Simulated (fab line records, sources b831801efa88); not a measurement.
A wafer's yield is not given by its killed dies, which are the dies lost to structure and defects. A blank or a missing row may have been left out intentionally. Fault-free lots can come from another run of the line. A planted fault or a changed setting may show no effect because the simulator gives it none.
What tool caused it? | flow sky130 | 6 lots, 17 wafers sampled, at 4 steps of a route of 708

WHAT EACH GAUGE READ, for each wafer
SKY_LDD_P_OVL_MEAS_08.
lot  | measured     | on         | LDD_P_OVL (nm)
L810 | day 19 03:48 | overlay-02 | -2.6 -3.7 -2.0
L811 | day 20 05:16 | overlay-02 | -0.1 0.0 -0.3
L814 | day 21 21:31 | overlay-01 | -1.4 -0.4 -1.8
L823 | day 24 00:19 | overlay-02 | 0.0 -0.2
L827 | day 25 10:34 | overlay-01 | -0.1 -0.7 -1.4
L832 | day 26 23:26 | overlay-01 | -0.9 -2.6 -2.7

WHICH TOOL RAN EACH LOT (tool, then ch and the chambers of the sampled wafers, then the start)
lot  | SKY_GATE_OXIDE_STRIP_13              | SKY_POLY_GATE_ETCH_15              | SKY_LDD_P_COAT_02
L810 | plasma-asher-04 ch 0,1, day 13 23:01 | rie-diel-03 ch 0,3, day 16 12:21   | litho-track-03 ch 0, day 18 12:02
L811 | plasma-asher-04 ch 0,1, day 14 23:41 | rie-diel-04 ch 0,1, day 17 12:30   | litho-track-02 ch 0, day 19 12:58
L814 | plasma-asher-04 ch 0,1, day 16 09:56 | rie-diel-02 ch 0,1,3, day 19 04:36 | litho-track-03 ch 0, day 21 05:34
L823 | plasma-asher-04 ch 0,1, day 18 14:30 | rie-diel-02 ch 0,2, day 21 08:57   | litho-track-03 ch 0, day 23 09:17
L827 | plasma-asher-04 ch 0,1, day 20 02:38 | rie-diel-03 ch 0,1,2, day 22 20:29 | litho-track-04 ch 0, day 24 20:03
L832 | plasma-asher-01 ch 0,1, day 21 15:26 | rie-diel-02 ch 0,3, day 24 11:18   | litho-track-02 ch 0, day 26 09:25
- SKY_GATE_OXIDE_STRIP_13: strips in O2/N2.
- SKY_POLY_GATE_ETCH_15: etches BARC in N2/H2, stops on SiO2, time 118.5 s, target depth 110 nm.
- SKY_LDD_P_COAT_02: resist thk 1140 nm.

THE ANSWER, worked out from the rows above alone
Rule: usual is defined by the lots themselves. The widest of any qualifying gaps counts: lots, ordered by their means at a reading, are off when they make up no more than a third of the lots, leave a main group of 4 or more, and stand apart from it by 3 or more times the standard deviation of that group's means. A main group whose means are all the same, to the digits that the tables above print for the reading, isn't used. A lot without any number at a reading at which 4 lots or more have one is off too. Where the step has rows for the other lots, those lots are counted as sound.
No lot is off on any of the readings shown, so nothing can be concluded from this.

WHAT WAS PUT IN BY THE SIMULATOR
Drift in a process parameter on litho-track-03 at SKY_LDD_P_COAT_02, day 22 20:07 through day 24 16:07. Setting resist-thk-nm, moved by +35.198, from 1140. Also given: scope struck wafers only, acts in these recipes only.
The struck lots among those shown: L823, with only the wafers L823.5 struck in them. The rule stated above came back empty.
